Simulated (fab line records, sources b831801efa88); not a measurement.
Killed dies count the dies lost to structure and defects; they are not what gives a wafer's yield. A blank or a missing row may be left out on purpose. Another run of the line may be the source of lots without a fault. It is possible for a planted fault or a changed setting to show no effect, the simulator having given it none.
Matching of chambers :: flow gf180mcu :: rieDiel-01 running GF_V2_ETCH_16: 4 sister chambers
The step etches BARC in N2/H2. 20 wafers are shown with their chamber, then 10 later ones without.

WAFERS PAIRED WITH THEIR CHAMBERS
wafer: L080.1
chamber: 2
drypumpMotorCurrentA (A): 5.9
oesProductAu (a.u.): 0.855
throttleValvePct (%): 13.238

wafer: L080.5
chamber: 1
drypumpMotorCurrentA (A): 5.9
oesProductAu (a.u.): 0.854
throttleValvePct (%): 13.219

wafer: L080.6
chamber: 0
drypumpMotorCurrentA (A): 5.7
oesProductAu (a.u.): 0.857
throttleValvePct (%): 13.233

wafer: L081.1
chamber: 3
drypumpMotorCurrentA (A): 6.4
oesProductAu (a.u.): 0.857
throttleValvePct (%): 13.231

wafer: L081.2
chamber: 2
drypumpMotorCurrentA (A): 5.8
oesProductAu (a.u.): 0.844
throttleValvePct (%): 13.211

wafer: L081.5
chamber: 2
drypumpMotorCurrentA (A): 5.9
oesProductAu (a.u.): 0.859
throttleValvePct (%): 13.220

wafer: L082.2
chamber: 3
drypumpMotorCurrentA (A): 6.3
oesProductAu (a.u.): 0.858
throttleValvePct (%): 13.225

wafer: L082.3
chamber: 1
drypumpMotorCurrentA (A): 5.9
oesProductAu (a.u.): 0.856
throttleValvePct (%): 13.208

wafer: L082.4
chamber: 0
drypumpMotorCurrentA (A): 5.7
oesProductAu (a.u.): 0.858
throttleValvePct (%): 13.236

wafer: L083.1
chamber: 1
drypumpMotorCurrentA (A): 5.8
oesProductAu (a.u.): 0.855
throttleValvePct (%): 13.224

wafer: L083.2
chamber: 2
drypumpMotorCurrentA (A): 5.9
oesProductAu (a.u.): 0.857
throttleValvePct (%): 13.233

wafer: L083.4
chamber: 1
drypumpMotorCurrentA (A): 5.8
oesProductAu (a.u.): 0.856
throttleValvePct (%): 13.244

wafer: L085.4
chamber: 1
drypumpMotorCurrentA (A): 5.9
oesProductAu (a.u.): 0.854
throttleValvePct (%): 13.225

wafer: L085.5
chamber: 0
drypumpMotorCurrentA (A): 5.7
oesProductAu (a.u.): 0.855
throttleValvePct (%): 13.239

wafer: L085.6
chamber: 1
drypumpMotorCurrentA (A): 5.8
oesProductAu (a.u.): 0.845
throttleValvePct (%): 13.221

wafer: L089.2
chamber: 0
drypumpMotorCurrentA (A): 5.7
oesProductAu (a.u.): 0.861
throttleValvePct (%): 13.230

wafer: L089.3
chamber: 1
drypumpMotorCurrentA (A): 5.8
oesProductAu (a.u.): 0.848
throttleValvePct (%): 13.225

wafer: L089.4
chamber: 2
drypumpMotorCurrentA (A): 5.9
oesProductAu (a.u.): 0.857
throttleValvePct (%): 13.226

wafer: L091.1
chamber: 1
drypumpMotorCurrentA (A): 5.8
oesProductAu (a.u.): 0.854
throttleValvePct (%): 13.229

wafer: L091.5
chamber: 3
drypumpMotorCurrentA (A): 6.4
oesProductAu (a.u.): 0.857
throttleValvePct (%): 13.222

SIGNATURES (means of the wafers above)
reading: drypumpMotorCurrentA
chamber 0: 5.700
chamber 1: 5.838
chamber 2: 5.880
chamber 3: 6.367
scatter within a chamber: 0.0457

reading: oesProductAu
chamber 0: 0.85775
chamber 1: 0.85275
chamber 2: 0.85440
chamber 3: 0.85733
scatter within a chamber: 0.00415

reading: throttleValvePct
chamber 0: 13.23450
chamber 1: 13.22438
chamber 2: 13.22560
chamber 3: 13.22600
scatter within a chamber: 0.00886
Rule: for a wafer and a chamber, the distance is found by dividing, reading by reading, the gap between the wafer's reading and the chamber's mean by the reading's scatter, squaring, summing and taking the root. The wafer belongs to the nearest chamber; if the next one is less than 2 further off, it can't be placed. How the scatter is found: for the shown wafers, subtract from each reading the mean of its chamber, square and add these, divide the total by (wafers less chambers), then take the root.

WAFERS WITHOUT THEIR CHAMBER
wafer: L091.6
drypumpMotorCurrentA (A): 5.7
oesProductAu (a.u.): 0.852
throttleValvePct (%): 13.235

wafer: L093.1
drypumpMotorCurrentA (A): 5.9
oesProductAu (a.u.): 0.852
throttleValvePct (%): 13.231

wafer: L093.4
drypumpMotorCurrentA (A): 6.3
oesProductAu (a.u.): 0.849
throttleValvePct (%): 13.205

wafer: L093.6
drypumpMotorCurrentA (A): 5.9
oesProductAu (a.u.): 0.852
throttleValvePct (%): 13.221

wafer: L096.1
drypumpMotorCurrentA (A): 5.7
oesProductAu (a.u.): 0.859
throttleValvePct (%): 13.218

wafer: L096.2
drypumpMotorCurrentA (A): 5.9
oesProductAu (a.u.): 0.856
throttleValvePct (%): 13.224

wafer: L096.4
drypumpMotorCurrentA (A): 5.9
oesProductAu (a.u.): 0.858
throttleValvePct (%): 13.237

wafer: L097.2
drypumpMotorCurrentA (A): 5.9
oesProductAu (a.u.): 0.855
throttleValvePct (%): 13.220

wafer: L097.5
drypumpMotorCurrentA (A): 5.8
oesProductAu (a.u.): 0.852
throttleValvePct (%): 13.237

wafer: L097.6
drypumpMotorCurrentA (A): 5.7
oesProductAu (a.u.): 0.852
throttleValvePct (%): 13.234

CHAMBER TAKEN BY EACH
wafer: L091.6
from the rows above: can't be placed: 0 or 1
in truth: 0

wafer: L093.1
from the rows above: can't be placed: 2 or 1
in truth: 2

wafer: L093.4
from the rows above: 3
in truth: 3

wafer: L093.6
from the rows above: can't be placed: 2 or 1
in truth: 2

wafer: L096.1
from the rows above: can't be placed: 0 or 1
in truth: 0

wafer: L096.2
from the rows above: can't be placed: 2 or 1
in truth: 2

wafer: L096.4
from the rows above: can't be placed: 2 or 1
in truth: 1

wafer: L097.2
from the rows above: can't be placed: 2 or 1
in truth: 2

wafer: L097.5
from the rows above: can't be placed: 1 or 2 or 0
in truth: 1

wafer: L097.6
from the rows above: can't be placed: 0 or 1
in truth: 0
Placed correctly: 1 of 10. Can't be placed from these rows: 9 (the true chamber is among the candidates in 9). Placed wrongly: 0.
